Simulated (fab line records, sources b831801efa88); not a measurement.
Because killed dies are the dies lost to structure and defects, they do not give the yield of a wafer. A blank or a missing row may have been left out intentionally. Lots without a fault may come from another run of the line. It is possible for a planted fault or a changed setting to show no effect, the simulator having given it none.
2 desks, one fault ; flow sky130 ; what lay behind the numbers comes last; until then each desk has only its own

## THE TOOL OWNER'S DESK: pvd_sputter-04
At SKY_METAL5_SPUTTER_01 (material TiN, target thk 20 nm, time 16.7 s) the tool's own readings: per lot run on this tool, the mean of the sampled wafers that have a number. Any lot whose mean is over 4 standard deviations away from the usual mean is out of limits and marked OUT; that distance is given in the brackets.
Columns: A = cathode_dc_power_W at SKY_METAL5_SPUTTER_01, usual 6500.0 W; B = throttle_valve_pct at SKY_METAL5_SPUTTER_01, usual 29.5 %
lot;first seen here;A;B
L259;day 43 02:10;6500.1;29.5
L266;day 45 02:58;6500.9;29.6
L271;day 46 10:51;6501.0;30.1
L274;day 47 05:59;6500.1;29.5
L275;day 47 14:52;6753.0 (+99 or more) OUT;30.0
This desk's verdict: out of limits on L275, starting with L275 at day 47 14:52 (cathode_dc_power_W at SKY_METAL5_SPUTTER_01). In limits: L259, L266, L271, L274.

## AT THE METROLOGY DESK
Lot by lot, what the gauges showed, no matter which tool ran the lot: averages of those sampled wafers that carry a number. Any lot whose mean is over 4 standard deviations away from the usual mean is out of limits and marked OUT; that distance is given in the brackets.
Columns: A = CAP2M_TIN_RS at SKY_CAP2M_RS_MEAS_03, usual 6.90 ohm/sq; B = CAP2M_OVL at SKY_CAP2M_OVL_MEAS_12, usual -2.1 nm; C = METAL4_OVL at SKY_METAL4_OVL_MEAS_14, usual -1 nm
lot;first seen here;A;B;C
L259;day 40 00:20;6.77;-0.5;1
L260;day 40 06:20;6.78;-2.7;2
L261;day 40 12:46;6.89;-1.9;2
L262;day 41 01:55;6.90;-3.4;5
L264;day 41 16:16;6.89;-2.3;0
L266;day 42 03:52;6.86;-4.0;1
L269;day 43 01:37;6.97;-0.4;-3
L271;day 43 13:58;7.00;-1.1;-2
L272;day 43 15:26;7.00;-2.4;3
L273;day 44 01:04;6.88;0.1;-1
L274;day 44 12:38;6.81;-2.5;1
L275;day 44 20:07;6.74;-2.3;-0
L282;day 46 07:44;6.84;-2.6;1
This desk's verdict: no lot among the 13 shows anything out of limits.

## PUT TOGETHER
An alarm could have come from the tool owner's desk at day 47 14:52, on L275.
From the metrology desk's view, nothing was out of limits.
The metrology desk holds a record of L275, inside its limits.
Every lot named ran SKY_METAL5_SPUTTER_01 on pvd_sputter-04.

## WHAT HAD BEEN PUT IN BY THE SIMULATOR
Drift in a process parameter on pvd_sputter-04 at SKY_METAL5_SPUTTER_01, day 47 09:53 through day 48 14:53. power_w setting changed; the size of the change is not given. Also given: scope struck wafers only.
Struck lots among those shown: L275.
Delay in hours, fault start to first out-of-limits reading, by desk: the tool owner's desk at 5.
